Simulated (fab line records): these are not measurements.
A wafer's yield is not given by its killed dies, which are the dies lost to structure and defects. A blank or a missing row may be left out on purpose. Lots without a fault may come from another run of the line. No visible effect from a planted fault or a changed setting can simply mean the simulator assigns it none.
A struck lot beside a sound one ; flow sky130 ; 16 out of 708 route steps
Sound: wafers L381.1, L381.2, L381.6. Struck: wafers L390.2, L390.4 (left out: L390.1, a lot-mate that was not struck); the cause follows at the end.
Each step with rows lists, per side, the tool, then ch with its chambers, then its first start. Under that, the readings that differ: sound wafers ; struck wafers ; difference of the means ; sigmas: that difference in standard deviations of wafers without a fault.
alike: same words and numbers on both sides, and readings whose means sit less than 2 such deviations apart. not compared: any withheld reading, any reading some wafer has no value for, any bound like >300 that may hide the same value, and any number with overlapping values for which the record gives no deviation.
Wherever a step has rows on one side only, a row that says differs or no value, or a row with sigmas, the two part there. When numbers do not overlap yet have no deviation, they are printed without sigmas and do not part them. Lack of a reading on every wafer of one side parts them only where that side has two or more wafers.

first, 7 steps without rows for these wafers: SKY_METAL3_HMDS_06 (prime time 60 s); SKY_METAL3_COAT_07 (resist thk 60 nm); SKY_METAL3_COAT_08 (resist thk 1140 nm); SKY_METAL3_SOFTBAKE_09 (time 90 s); SKY_METAL3_EXPOSE_10 (exposes mask MM3, target cd 300 nm); SKY_METAL3_PEB_11; SKY_METAL3_DEVELOP_12 (develop time 60 s).
SKY_METAL3_CD_MEAS_13 targets a cd of 300 nm.
  sound: cdSem-02 at day 38 04:33; struck: cdSem-01 at day 40 23:19
  alike: cdNm
SKY_METAL3_OVL_MEAS_14:
  sound: overlay-01 at day 38 04:40; struck: overlay-01 at day 40 23:26
  alike: METAL3_OVL
SKY_METAL3_DESCUM_15: chemistry O2, time 8 s.
  sound on rieMetal-01 ch 0, day 38 04:43; struck on rieMetal-01 ch 1, day 40 23:28
  alike: drypumpMotorCurrentA, oesProductAu
  not compared: rfHoursCounterH
SKY_METAL3_ETCH_16: etches BARC in N2/H2, stops on SiO2, time 88.2 s, target depth 60 nm.
  sound on rieMetal-01 ch 0, day 38 04:46; struck on rieMetal-01 ch 1, day 40 23:30
  alike: drypumpMotorCurrentA, oesProductAu, throttleValvePct
  not compared: rfHoursCounterH
SKY_METAL3_ETCH_17: etches SiO2 in C4F8/O2/Ar, stops on TiN, time 3.9 s, target depth 15 nm.
  sound on rieDiel-02 ch 1,2,3, day 38 04:58; struck on rieDiel-02 ch 2,3, day 40 23:36
  alike: oesProductAu
  not compared: rfHoursCounterH
SKY_METAL3_METAL_ETCH_18: etches the open film in Cl2/BCl3, stops on SiO2, target depth 845 nm, time 183.1 s.
  sound on rieMetal-04 ch 0,1, day 38 04:59; struck on rieMetal-03 ch 1, day 40 23:37
reading;sound;struck;difference;sigmas
oesProductAu (a.u.);0.864 0.873 0.861;0.850 0.849;-0.017;-2
model.KrF-thick_of_METAL3_COAT_08.thkNm (nm);514.7 519.6 527.3;653.1 656.8;+134.4;
model.etch.depthNm (nm);862.9 879.9 861.4;844.3 846.7;-22.6;
model.METAL3.featureDepthNm (nm);862.9 879.9 861.4;844.3 846.7;-22.6;
  alike: drypumpMotorCurrentA, throttleValvePct
  not compared: rfHoursCounterH
SKY_METAL3_STRIP_19: strips in O2/N2.
  sound on plasmaAsher-02 ch 0,1, day 38 05:10; struck on plasmaAsher-01 ch 0,1, day 40 23:48
reading;sound;struck;difference;sigmas
oesProductAu (a.u.);0.501 0.505 0.510;0.552 0.552;+0.047;+8
stripTimeToEndpointS (s);6.41 6.47 6.53;7.79 7.81;+1.33;+16
  alike: drypumpMotorCurrentA
  not compared: rfHoursCounterH
then, 1 step without rows for these wafers: SKY_METAL3_STRIP_20 (strips in post etch residue remover, time 1200 s).
-- the record jumps here: 7 days lie between the struck wafers' starts before and after (it left off in module METAL3 and takes up again in module PAD_OPEN, whose first step shown is number 708 of the route) --
SKY_PAD_OPEN_PROBE_99:
  sound: prober-02 at day 45 15:59; struck: prober-01 at day 47 19:49
reading;sound;struck;difference;sigmas
hold;- - -;awaitDispo/3.3h/release awaitDispo/3.3h/release;no value on the sound wafers;
defectLimitedYield (%);82.5 83.7 82.3;3.7 4.3;-78.8;-41
killed_at_M0_to_M3;40 44 47;442 433;+394;+53
killedDies;86 80 87;474 471;+388;+42
killedOnRim;17 14 23;86 84;+67;+17
sort_bin_5_function (%);11.4 11.0 11.0;91.3 88.8;+78.9;+53
sortNPass;406 412 405;18 21;-388;-42
sortYieldPct (%);82.5 83.7 82.3;3.7 4.3;-78.8;-41
  alike: killed_at_M4_up, killedAtContacts, killedAtFrontEnd, killedAtOther, killedOpen, killedShort, sort_bin_3_pad_short, sort_bin_6_memory

== WHERE THEY PART ==
Earliest at SKY_METAL3_METAL_ETCH_18; latest, in this record, at SKY_PAD_OPEN_PROBE_99.

WHY: what the simulator had put in
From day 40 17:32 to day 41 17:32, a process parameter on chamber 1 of rieMetal-03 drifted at SKY_METAL3_METAL_ETCH_18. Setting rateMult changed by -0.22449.
